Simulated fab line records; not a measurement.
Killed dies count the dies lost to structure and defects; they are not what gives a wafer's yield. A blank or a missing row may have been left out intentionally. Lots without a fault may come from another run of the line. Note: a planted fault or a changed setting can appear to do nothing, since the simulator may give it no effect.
Matching of chambers || flow sky130 || cmp-02 running SKY_VIA3_CMP_24: 4 sister chambers
The step polishes, stops on SiO2, t overpolish 20 s, target thk 0 nm. 4 wafers are shown with their chamber, then 12 later ones without.

== EACH WAFER AND ITS CHAMBER ==
{"wafer": "L079.3", "chamber": 1, "motor_current_A (A)": 11.7}
{"wafer": "L079.6", "chamber": 0, "motor_current_A (A)": 12.6}
{"wafer": "L082.1", "chamber": 2, "motor_current_A (A)": 9.9}
{"wafer": "L082.6", "chamber": 3, "motor_current_A (A)": 11.0}

== WAFERS MISSING THEIR CHAMBER ==
{"wafer": "L083.1", "motor_current_A (A)": 10.1}
{"wafer": "L083.2", "motor_current_A (A)": 12.7}
{"wafer": "L083.4", "motor_current_A (A)": 11.7}
{"wafer": "L083.3", "motor_current_A (A)": 9.9}
{"wafer": "L083.5", "motor_current_A (A)": 11.8}
{"wafer": "L083.6", "motor_current_A (A)": 12.4}
{"wafer": "L087.1", "motor_current_A (A)": 10.3}
{"wafer": "L087.2", "motor_current_A (A)": 12.3}
{"wafer": "L087.3", "motor_current_A (A)": 10.0}
{"wafer": "L093.2", "motor_current_A (A)": 11.8}
{"wafer": "L093.4", "motor_current_A (A)": 12.9}
{"wafer": "L093.5", "motor_current_A (A)": 11.5}

== WHICH CHAMBER EACH WENT THROUGH ==
{"wafer": "L083.1", "from the rows above": 2, "in truth": 2}
{"wafer": "L083.2", "from the rows above": 0, "in truth": 0}
{"wafer": "L083.4", "from the rows above": 1, "in truth": 1}
{"wafer": "L083.3", "from the rows above": 2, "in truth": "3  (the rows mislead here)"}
{"wafer": "L083.5", "from the rows above": 1, "in truth": 1}
{"wafer": "L083.6", "from the rows above": 0, "in truth": 0}
{"wafer": "L087.1", "from the rows above": "can't be placed: 2 or 3", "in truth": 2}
{"wafer": "L087.2", "from the rows above": "can't be placed: 0 or 1", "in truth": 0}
{"wafer": "L087.3", "from the rows above": 2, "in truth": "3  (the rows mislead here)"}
{"wafer": "L093.2", "from the rows above": 1, "in truth": 1}
{"wafer": "L093.4", "from the rows above": 0, "in truth": 0}
{"wafer": "L093.5", "from the rows above": "can't be placed: 1 or 3", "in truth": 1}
Placed correctly: 7 of 12. Can't be placed from these rows: 3 (the true chamber is among the candidates in 3). 2 placed wrongly.
How it was worked out, from the rows above alone: a wafer's distance from a chamber is the root of the sum, over the readings, of the square of ((its reading less the chamber's mean) divided by the reading's scatter). If the next closest chamber is less than 2 further off than the closest, the wafer can't be placed; otherwise it belongs to the closest. For every chamber, the mean is computed from those of its wafers that are shown. The scatter: root of mean squared gap, hidden wafer to nearest shown wafer, with one shown wafer a chamber.
